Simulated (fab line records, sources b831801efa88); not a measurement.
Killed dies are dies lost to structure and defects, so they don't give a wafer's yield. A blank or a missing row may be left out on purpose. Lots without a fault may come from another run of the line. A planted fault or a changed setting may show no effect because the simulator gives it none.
Chamber matching | flow sky130 | SKY_CONTACT_CMP_04 on cmp-01: 4 sister chambers
The step polishes SiO2. 4 wafers are shown with their chamber, then 7 later ones without.

WAFERS WITH THEIR CHAMBER
wafer  | chamber | motor_current_A (A)
L552.3 | 1       | 10.7
L552.6 | 2       | 10.7
L554.1 | 3       | 12.8
L554.4 | 0       | 12.3

WAFERS WITHOUT THEIR CHAMBER
wafer  | motor_current_A (A)
L554.5 | 10.7
L556.2 | 11.7
L556.3 | 13.0
L556.5 | 12.2
L558.1 | 12.6
L558.2 | 11.1
L558.6 | 12.5

WHICH CHAMBER EACH WENT THROUGH
wafer  | from the rows above               | in truth
L554.5 | can't be placed: 1 or 2           | 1
L556.2 | can't be placed: 0 or 1 or 2 or 3 | 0
L556.3 | can't be placed: 3 or 0           | 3
L556.5 | can't be placed: 0 or 3           | 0
L558.1 | can't be placed: 3 or 0           | 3
L558.2 | can't be placed: 1 or 2           | 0
L558.6 | can't be placed: 0 or 3           | 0
Placed correctly: 0 of 7. Can't be placed from these rows: 7 (the true chamber is among the candidates in 6). Placed wrongly: 0.
How it was worked out, from the rows above alone: a wafer's distance from a chamber is the root of the sum, over the readings, of the square of ((its reading less the chamber's mean) divided by the reading's scatter). The wafer belongs to the nearest chamber; if the next one is less than 2 further off, it can't be placed. A chamber's mean is the mean of its shown wafers. The scatter: with one shown wafer a chamber, the root of the mean of the squares of how far each hidden wafer lies from its nearest shown one.
